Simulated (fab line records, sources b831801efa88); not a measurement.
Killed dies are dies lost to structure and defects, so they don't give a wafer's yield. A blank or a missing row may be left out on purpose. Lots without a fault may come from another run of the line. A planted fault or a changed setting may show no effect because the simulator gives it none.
Which tool did it? | flow sky130 | 9 lots, 27 wafers sampled, at 6 steps of a route of 708

WHAT THE GAUGES READ, wafer by wafer
SKY_METAL2_RS_MEAS_05: measures by four-point-probe.
lot  | measured     | on            | METAL2_ALCU_RS (ohm/sq)
L657 | day 35 13:31 | film_metro-03 | 0.1048 0.1048 0.1264
L661 | day 36 20:23 | film_metro-02 | 0.1268 0.1257 0.1230
L665 | day 38 00:49 | film_metro-02 | 0.1267 0.1260 0.1267
L669 | day 39 01:27 | film_metro-02 | 0.1262 0.1270 0.1257
L670 | day 39 12:25 | film_metro-02 | 0.1224 0.1238 0.1221
L671 | day 39 15:55 | film_metro-03 | 0.1257 0.1248 0.1250
L673 | day 40 05:47 | film_metro-01 | 0.1300 0.1266 0.1287
L674 | day 40 12:05 | film_metro-01 | 0.1260 0.1246 0.1251
L676 | day 40 17:46 | film_metro-03 | 0.1263 0.1264 0.1253

SKY_METAL2_THK_MEAS_06: measures by xrf.
lot  | measured     | on            | METAL2_ALCU_THK (nm)
L657 | day 35 13:37 | film_metro-03 | 302.8 297.5 250.4
L661 | day 36 20:31 | film_metro-02 | 249.5 251.9 257.4
L665 | day 38 00:56 | film_metro-02 | 248.0 252.0 250.1
L669 | day 39 01:34 | film_metro-02 | 251.9 249.2 251.2
L670 | day 39 12:32 | film_metro-02 | 257.2 255.8 259.7
L671 | day 39 16:02 | film_metro-03 | 252.1 256.5 253.9
L673 | day 40 05:53 | film_metro-01 | 246.3 251.2 247.8
L674 | day 40 12:12 | film_metro-01 | 254.8 257.3 254.5
L676 | day 40 17:53 | film_metro-03 | 253.8 251.3 253.4

WHICH TOOL RAN EACH LOT (tool, then ch and the chambers of the sampled wafers, then the start)
lot  | SKY_METAL1_ETCH_18                | SKY_METAL1_STRIP_20                  | SKY_VIA1_STRIP_16                    | SKY_METAL2_SPUTTER_02
L657 | rie_metal-02 ch 0,1, day 34 08:10 | plasma_asher-04 ch 0,1, day 34 08:23 | plasma_asher-04 ch 0,1, day 35 12:05 | pvd_sputter-01, day 35 13:23
L661 | rie_metal-02 ch 0, day 35 16:04   | plasma_asher-04 ch 1, day 35 16:22   | plasma_asher-02 ch 0,1, day 36 18:59 | pvd_sputter-03, day 36 20:18
L665 | rie_metal-01 ch 0,1, day 36 20:41 | plasma_asher-03 ch 0, day 36 20:50   | plasma_asher-01 ch 0,1, day 37 23:26 | pvd_sputter-03, day 38 00:43
L669 | rie_metal-02 ch 0, day 37 20:59   | plasma_asher-03 ch 0,1, day 37 21:17 | plasma_asher-01 ch 0,1, day 39 00:05 | pvd_sputter-02, day 39 01:22
L670 | rie_metal-02 ch 0,1, day 38 08:50 | plasma_asher-01 ch 0, day 38 08:59   | plasma_asher-01 ch 0,1, day 39 11:02 | pvd_sputter-03, day 39 12:19
L671 | rie_metal-01 ch 0,1, day 38 12:30 | plasma_asher-01 ch 0,1, day 38 12:39 | plasma_asher-01 ch 0,1, day 39 14:32 | pvd_sputter-01, day 39 15:49
L673 | rie_metal-02 ch 1, day 39 02:51   | plasma_asher-04 ch 0,1, day 39 03:00 | plasma_asher-04 ch 0,1, day 40 04:23 | pvd_sputter-02, day 40 05:40
L674 | rie_metal-03 ch 0,1, day 39 08:41 | plasma_asher-04 ch 0,1, day 39 08:50 | plasma_asher-02 ch 1, day 40 10:20   | pvd_sputter-01, day 40 11:59
L676 | rie_metal-03 ch 0,1, day 39 14:17 | plasma_asher-03 ch 0,1, day 39 14:26 | plasma_asher-01 ch 0,1, day 40 16:23 | pvd_sputter-01, day 40 17:41
- SKY_METAL1_ETCH_18: etches BARC in N2/H2, stops on SiO2, time 45.9 s, target depth 60 nm.
- SKY_METAL1_STRIP_20: strips in O2/N2.
- SKY_VIA1_STRIP_16: strips in O2/N2.
- SKY_METAL2_SPUTTER_02: material AlCu, target thk 250 nm, time 13.3 s.

WHAT THE TOOLS THEMSELVES READ (means of the sampled wafers that have a number; where no wafer has one, the mark that the record gives instead)
SKY_METAL1_ETCH_18.
lot  | tool         | drypump_motor_current_A (A) | oes_product_au (a.u.) | throttle_valve_pct (%)
L657 | rie_metal-02 | 6.6                         | 0.857                 | 13.229
L661 | rie_metal-02 | 6.8                         | 0.850                 | 13.229
L665 | rie_metal-01 | 4.9                         | 0.855                 | 13.231
L669 | rie_metal-02 | 6.9                         | 0.851                 | 13.216
L670 | rie_metal-02 | 6.5                         | 0.852                 | 13.225
L671 | rie_metal-01 | 4.9                         | 0.853                 | 13.226
L673 | rie_metal-02 | 6.3                         | 0.854                 | 13.229
L674 | rie_metal-03 | 5.9                         | 0.855                 | 13.220
L676 | rie_metal-03 | 5.9                         | 0.851                 | 13.229

SKY_METAL1_STRIP_20.
lot  | tool            | drypump_motor_current_A (A) | oes_product_au (a.u.) | strip_time_to_endpoint_s (s)
L657 | plasma_asher-04 | 5.87                        | 0.346                 | 2.68
L661 | plasma_asher-04 | 6.06                        | 0.340                 | 2.67
L665 | plasma_asher-03 | 6.07                        | 0.339                 | 2.69
L669 | plasma_asher-03 | 5.57                        | 0.344                 | 2.72
L670 | plasma_asher-01 | 5.91                        | 0.338                 | 2.67
L671 | plasma_asher-01 | 6.02                        | 0.340                 | 2.69
L673 | plasma_asher-04 | 5.86                        | 0.343                 | 2.64
L674 | plasma_asher-04 | 5.87                        | 0.345                 | 2.71
L676 | plasma_asher-03 | 5.82                        | 0.347                 | 2.76

SKY_VIA1_STRIP_16.
lot  | tool            | drypump_motor_current_A (A) | oes_product_au (a.u.) | strip_time_to_endpoint_s (s)
L657 | plasma_asher-04 | 5.98                        | 0.416                 | 4.469
L661 | plasma_asher-02 | 5.81                        | 0.417                 | 4.415
L665 | plasma_asher-01 | 6.02                        | 0.418                 | 4.447
L669 | plasma_asher-01 | 6.11                        | 0.417                 | 4.471
L670 | plasma_asher-01 | 6.03                        | 0.416                 | 4.426
L671 | plasma_asher-01 | 6.10                        | 0.419                 | 4.474
L673 | plasma_asher-04 | 5.85                        | 0.412                 | 4.442
L674 | plasma_asher-02 | 5.73                        | 0.415                 | 4.447
L676 | plasma_asher-01 | 6.11                        | 0.416                 | 4.423

SKY_METAL2_SPUTTER_02.
lot  | tool           | chamber_pressure_pa (Pa) | throttle_valve_pct (%)
L657 | pvd_sputter-01 | 0.3999                   | 29.9
L661 | pvd_sputter-03 | 0.4008                   | 29.8
L665 | pvd_sputter-03 | 0.4001                   | 29.4
L669 | pvd_sputter-02 | 0.4010                   | 29.1
L670 | pvd_sputter-03 | 0.4002                   | 30.7
L671 | pvd_sputter-01 | 0.3991                   | 30.1
L673 | pvd_sputter-02 | 0.4001                   | 30.9
L674 | pvd_sputter-01 | 0.3998                   | 30.9
L676 | pvd_sputter-01 | 0.4001                   | 30.1

THE ANSWER, worked out from the rows above alone
Rule: what is usual is taken from the lots themselves. Put in order of their means at a reading, lots are off if they are a third of the lots or fewer, leave a main group of 4 or more, and stand apart from it by a gap of 3 or more times the standard deviation of the main group's means; of several such gaps the widest counts. A main group whose means are all the same, to the digits that the tables above print for the reading, isn't used. A lot without any number at a reading at which 4 lots or more have one is off too. The other lots that the step has rows for count as sound. The gauges are gone through in route order, then the tools' own readings, and for those a lot's mean is taken as printed above. The first step at which some lot is off is used, and at that step the reading that is off furthest; a lot without a number counts as furthest.
Off: L657, at SKY_METAL2_RS_MEAS_05 (METAL2_ALCU_RS). The main group: mean 0.1257 ohm/sq, standard deviation 0.0015.
A tool fits if, at a process step before that reading, it ran every lot that is off, and no sound lot after the first of them. The gauges at SKY_METAL2_RS_MEAS_05 are tried like those tools. None of those tried fits.

WHAT THE SIMULATOR HAD PUT IN
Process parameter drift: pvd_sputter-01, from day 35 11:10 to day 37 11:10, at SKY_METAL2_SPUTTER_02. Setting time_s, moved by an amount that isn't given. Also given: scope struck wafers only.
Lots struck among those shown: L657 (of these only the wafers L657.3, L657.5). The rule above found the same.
